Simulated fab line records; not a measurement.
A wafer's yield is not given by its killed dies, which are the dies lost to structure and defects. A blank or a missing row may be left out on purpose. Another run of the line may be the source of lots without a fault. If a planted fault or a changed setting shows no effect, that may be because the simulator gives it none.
Comparing a struck lot with a sound one ; flow sky130 ; 17 steps out of a route of 708
Sound: the wafers L414.1, L414.3, L414.5. Struck: wafer L402.1; the same lot's L402.3 was not struck, so it is left out; see the end for the cause.
Per side, at each step with rows, come the tool, then ch with its chambers, and then its first start. Under that, the readings that differ: sound wafers ; struck wafers ; difference of the means ; sigmas: that difference in standard deviations of wafers without a fault.
alike: words and numbers the same on both sides, and readings whose means are apart by under 2 such deviations; not compared: readings that were withheld, readings missing a value for some wafer, numbers with overlapping values and no deviation given by the record, and bounds like >300 which may hide the same value.
Wherever a step has rows on one side only, a row that says differs or no value, or a row with sigmas, the two part there. Numbers that have no deviation but don't overlap get no sigmas and don't part them. A reading missing from all wafers of one side parts the sides only when that side holds two or more wafers.

first, 2 steps without rows for these wafers: SKY_LOCAL_INTERCONNECT_PEB_09; SKY_LOCAL_INTERCONNECT_DEVELOP_10 (develop time 60 s).
SKY_LOCAL_INTERCONNECT_CD_MEAS_11: target cd 170 nm.
  sound on cdSem-01 at day 35 09:07; struck on cdSem-01 at day 31 11:13
  alike: cdNm
SKY_LOCAL_INTERCONNECT_OVL_MEAS_12:
  sound on overlay-02 at day 35 09:14; struck on overlay-02 at day 31 11:20
  alike: LOCAL_INTERCONNECT_OVL
SKY_LOCAL_INTERCONNECT_ETCH_13: etches BARC in N2/H2, stops on SiO2, time 45.9 s, target depth 60 nm.
  sound on rieMetal-01 ch 0,1, day 35 09:16; struck on rieMetal-01 ch 0, day 31 11:22
  alike: biasW, chamberPressureMTorr, drypumpMotorCurrentA, h2FlowSccm, oesProductAu, throttleValvePct
  not compared: rfHoursCounterH
SKY_LOCAL_INTERCONNECT_METAL_ETCH_14: etches TiN in Cl2/BCl3, stops on PSG, target depth 110 nm, time 31.4 s.
  sound on rieMetal-01 ch 0,1, day 35 09:20; struck on rieMetal-01 ch 0, day 31 11:26
reading;sound;struck;difference;sigmas
oesProductAu (a.u.);0.956 0.949 0.955;0.935;-0.018;-3
throttleValvePct (%);21.895 21.884 21.883;21.922;+0.035;+4
  alike: biasW, chamberPressureMTorr, drypumpMotorCurrentA, mfcCl2Sccm
  not compared: rfHoursCounterH
SKY_LOCAL_INTERCONNECT_STRIP_15: strips in O2/N2.
  sound on plasmaAsher-02 ch 0,1, day 35 09:23; struck on plasmaAsher-01 ch 0, day 31 11:29
  alike: chamberPressureMTorr, drypumpMotorCurrentA, oesProductAu, stripTimeToEndpointS
  not compared: rfHoursCounterH
then, 3 steps without rows for these wafers: SKY_LOCAL_INTERCONNECT_STRIP_16 (strips in post etch residue remover, time 1200 s); SKY_LOCAL_INTERCONNECT_CLEAN_17 (cleans in IPA, time 180 s); SKY_LOCAL_INTERCONNECT_CLEAN_18 (cleans in O3/DIW).
SKY_CONTACT_CVD_00: deposits Si3N4, target thk 75 nm.
  sound on pecvd-02 ch 1,2, day 35 09:58; struck on pecvd-03 ch 1, day 31 12:04
  alike: heaterPowerOuterW, heaterPowerW
SKY_CONTACT_THK_MEAS_01:
  sound on filmMetro-02 at day 35 10:01; struck on filmMetro-01 at day 31 12:07
  alike: CONTACT_CVD_00_THK
SKY_CONTACT_HDPCVD_02: deposits SiO2, target thk 565 nm, time 94.2 s.
  sound on hdpcvd-02 ch 1,2, day 35 10:04; struck on hdpcvd-02 ch 1, day 31 12:10
reading;sound;struck;difference;sigmas
runLengthS (s);121.3 123.1 121.3;96.3;-25.6;-51
model.SiO2_of_CONTACT_HDPCVD_02.thkNm (nm);565.9 555.9 565.5;420.7;-141.7;
SKY_CONTACT_THK_MEAS_03:
  sound on filmMetro-01 at day 35 10:08; struck on filmMetro-03 at day 31 12:28
reading;sound;struck;difference;sigmas
CONTACT_HDPCVD_THK (nm);566 555 565;421;-141;-29
  not compared: hold
SKY_CONTACT_CMP_04: polishes SiO2.
  sound on cmp-01 ch 0,1,2, day 35 10:12; struck on cmp-02 ch 0, day 31 14:09
reading;sound;struck;difference;sigmas
hold;- - -;awaitDispo/1.6h/release;no value on the sound wafers;
motorCurrentA (A);9.5 11.3 12.4;14.6;+3.5;+2
timeToEndpointS (s);86 76 87;31;-52;-13
  alike: headPressurePsi
SKY_CONTACT_BOW_MEAS_05:
  sound on filmMetro-01 at day 35 10:30; struck on filmMetro-01 at day 31 14:25
  alike: CONTACT_BOW
-- the record jumps here: 15 days lie between the struck wafers' starts before and after (it left off in module CONTACT and takes up again in module PAD_OPEN, whose first step shown is number 708 of the route) --
SKY_PAD_OPEN_PROBE_99:
  sound on prober-02 at day 49 11:37; struck on prober-01 at day 46 12:13
reading;sound;struck;difference;sigmas
model.etest.met1Comb.leakLog10AUm;-12 -12 -12.11;-11.98;+0.06;
  alike: killed_at_M0_to_M3, killed_at_M4_up, killedAtContacts, killedAtFrontEnd, killedAtOther, killedDies, killedOnRim, killedOpen, killedShort

== WHERE THEY PART ==
Earliest at SKY_LOCAL_INTERCONNECT_METAL_ETCH_14; latest, in this record, at SKY_CONTACT_CMP_04. Later steps at which nothing parts them and some readings are alike: SKY_CONTACT_BOW_MEAS_05, SKY_PAD_OPEN_PROBE_99.

WHY: what the simulator had put in
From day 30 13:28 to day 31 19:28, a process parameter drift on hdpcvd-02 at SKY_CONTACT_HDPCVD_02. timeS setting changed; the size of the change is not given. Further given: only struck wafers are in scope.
